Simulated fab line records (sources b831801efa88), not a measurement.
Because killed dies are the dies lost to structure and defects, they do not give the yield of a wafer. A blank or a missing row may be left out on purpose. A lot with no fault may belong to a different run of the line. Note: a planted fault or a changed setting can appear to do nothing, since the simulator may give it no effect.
Problem report, 8D (eight disciplines) form, completed by code	flow sky130	the parts of the form that need people (team, actions taken, sign-off) are left out

1. WHAT WENT WRONG
VIA4_HDPCVD_THK at SKY_VIA4_THK_MEAS_01 reads a mean of 2165 nm on 3 wafers of 3 lots; wafers without a fault read 1754 nm with a standard deviation of 18. Measured from the usual mean, that is +23 standard deviations.
Earliest sighting: wafer L543.5 on filmMetro-03 at day 45 16:21. At this step, 33 wafers from 11 lots have a number in the record. Rule for "out" (also "out of limits"): further than 4 standard deviations from the usual mean. All remaining wafers that have a number are taken as sound.

2. WHAT THIS IS AND IS NOT
question	is	is not
which readings at this step	VIA4_HDPCVD_THK	-
which lots	L543, L545, L546	L531, L535, L539, L540, L541, L544, L548, L551
which wafers of those lots	L543.5, L545.5, L546.6	L543.4, L543.6, L545.1, L545.2, L546.1, L546.3
read on which gauges	filmMetro-03	filmMetro-02, filmMetro-04
when	from day 45 16:21	up to then (17 sound wafers); but 13 sound wafers of L544, L545, L546, L548, L551 came after

3. SUSPECTS, AND WHAT RULES EACH OUT
Counting: a tool at a process step up to the reading stays a suspect if it ran every lot that is out. Sound lots after the first of them don't rule it out here, since some wafers of a struck lot are sound.
- ruled out: the gauge at SKY_VIA4_THK_MEAS_01. All the wafers that are out were read on filmMetro-03, but those of them that SKY_VIA4_HDPCVD_00 has rows for are out there too, on other tools.
- hdpcvd-02 at SKY_VIA4_HDPCVD_00 (deposits SiO2, target thk 1750 nm, time 291.7 s): kept. It processed each lot that is out (first: L543, day 45 16:14); up to then, its last sound lot is L540 (day 44 23:28). Out on those wafers are its own readings of runLengthS.
- At SKY_VIA4_HDPCVD_00, inside hdpcvd-02: chamber 0 took the wafers that are out, while their sound lot-mates went through chambers 1, 2.
The count leaves hdpcvd-02 at SKY_VIA4_HDPCVD_00.

4. THE CAUSE (what the simulator had put in)
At SKY_VIA4_HDPCVD_00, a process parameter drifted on hdpcvd-02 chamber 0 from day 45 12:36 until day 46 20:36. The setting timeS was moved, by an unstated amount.
The count eliminated every tool but this one.

5. SEQUENCE OF EFFECTS, ordered by route
Rows list readings where the struck wafers' mean (over those with a number) sits beyond 3 standard deviations from the usual. Only readings whose record carries a usual standard deviation are examined. hours: median over the lots of the time between each lot's start at the first step of this table that gives one and its start at this step. sigmas: the change, counted in usual standard deviations.
hours	step	reading	usual	on struck wafers	change	sigmas
0	SKY_VIA4_HDPCVD_00	runLengthS	319.6 s	387.8	+68.2	+99 or more
0	SKY_VIA4_THK_MEAS_01	VIA4_HDPCVD_THK	1754 nm	2165	+411	+23
Here are the process steps it includes:
- SKY_VIA4_HDPCVD_00: deposits SiO2, target thk 1750 nm, time 291.7 s.

6. HOW IT WOULD HAVE BEEN CAUGHT EARLIER
In this record the first reading out of limits at a measuring or inspecting step was taken at day 45 16:21, 4 hours after the fault began at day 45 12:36.
Tool's own readings at SKY_VIA4_HDPCVD_00, runLengthS: out on all struck wafers the step has rows for; an alarm limit on them would have tripped on the first.
L545, L546, from the lots that are out (3), started SKY_VIA4_HDPCVD_00 on hdpcvd-02 later than day 45 16:21. A hold on the tool at that time would have spared those 2.
